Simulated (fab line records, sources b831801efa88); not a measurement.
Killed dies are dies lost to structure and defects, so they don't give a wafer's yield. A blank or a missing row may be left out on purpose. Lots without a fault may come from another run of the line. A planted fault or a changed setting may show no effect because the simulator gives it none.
Tool commonality check | flow sky130 | 10 lots, 30 wafers sampled

WHY IT WAS OPENED
At SKY_METAL5_RS_MEAS_05 the reading METAL5_ALCU_RS is flagged on 3 of 10 lots. Wafers without a fault read 0.02722 ohm/sq, standard deviation 0.00026.
Rule: a lot is flagged when every wafer of it that has a number lies more than 4 standard deviations from that mean, or none has a number. The other lots count as sound.

lot  | measured     | on            | METAL5_ALCU_RS (ohm/sq), wafer by wafer | flag
L871 | day 43 05:50 | film_metro-01 | 0.02742 0.0273 0.02733                  |
L875 | day 44 23:30 | film_metro-01 | 0.02705 0.02729 0.02726                 |
L876 | day 45 03:26 | film_metro-04 | 0.02713 0.02718 0.02712                 |
L879 | day 46 00:08 | film_metro-02 | 0.02664 0.02715 0.02679                 |
L880 | day 46 09:01 | film_metro-01 | 0.02705 0.02712 0.02714                 |
L883 | day 46 12:52 | film_metro-02 | 8.7235 8.6739 8.6847                    | FLAGGED
L882 | day 46 14:19 | film_metro-04 | 8.7469 8.6651 8.7715                    | FLAGGED
L884 | day 46 20:51 | film_metro-01 | 8.6399 8.703 8.6874                     | FLAGGED
L891 | day 48 19:58 | film_metro-01 | 0.02783 0.02762 0.02733                 |
L892 | day 49 02:10 | film_metro-01 | 0.0271 0.02712 0.0272                   |
The numbers of the flagged lots are 8.69954 ohm/sq on average: +8.67232 ohm/sq against the usual, or +99 or more standard deviations.

WHICH TOOL RAN EACH LOT
The record holds 1 process step before the reading, out of a route of 708 steps. In each cell: the tool, then ch and the chambers that the sampled wafers went through, then the start.
lot  | flag    | SKY_METAL5_SPUTTER_02
L871 |         | pvd_sputter-04, day 43 05:41
L875 |         | pvd_sputter-03, day 44 23:22
L876 |         | pvd_sputter-01, day 45 03:17
L879 |         | pvd_sputter-03, day 46 00:01
L880 |         | pvd_sputter-03, day 46 08:54
L883 | FLAGGED | pvd_sputter-01, day 46 12:43
L882 | FLAGGED | pvd_sputter-04, day 46 14:10
L884 | FLAGGED | pvd_sputter-03, day 46 20:43
L891 |         | pvd_sputter-01, day 48 19:51
L892 |         | pvd_sputter-01, day 49 02:02
What these steps do:
- SKY_METAL5_SPUTTER_02: material AlCu, target thk 1150 nm, time 61.2 s.
- SKY_METAL5_RS_MEAS_05: measures by four-point-probe.

FLAGGED OVER TOTAL, TOOL BY TOOL (the gauges that took the reading come last)
step                  | tool           | lots run | flagged | share of the flagged lots | sound lots run after its first flagged lot
SKY_METAL5_SPUTTER_02 | pvd_sputter-01 | 4        | 1       | some                      | 2 (L891,L892)
SKY_METAL5_SPUTTER_02 | pvd_sputter-03 | 4        | 1       | some                      | 0
SKY_METAL5_SPUTTER_02 | pvd_sputter-04 | 2        | 1       | some                      | 0
SKY_METAL5_RS_MEAS_05 | film_metro-01  | 6        | 1       | some                      | 2 (L891,L892)
SKY_METAL5_RS_MEAS_05 | film_metro-02  | 2        | 1       | some                      | 0
SKY_METAL5_RS_MEAS_05 | film_metro-04  | 2        | 1       | some                      | 0

WHAT THE TABLE ALLOWS
No row of the table ran every flagged lot.

WHAT THE SIMULATOR HAD PUT IN
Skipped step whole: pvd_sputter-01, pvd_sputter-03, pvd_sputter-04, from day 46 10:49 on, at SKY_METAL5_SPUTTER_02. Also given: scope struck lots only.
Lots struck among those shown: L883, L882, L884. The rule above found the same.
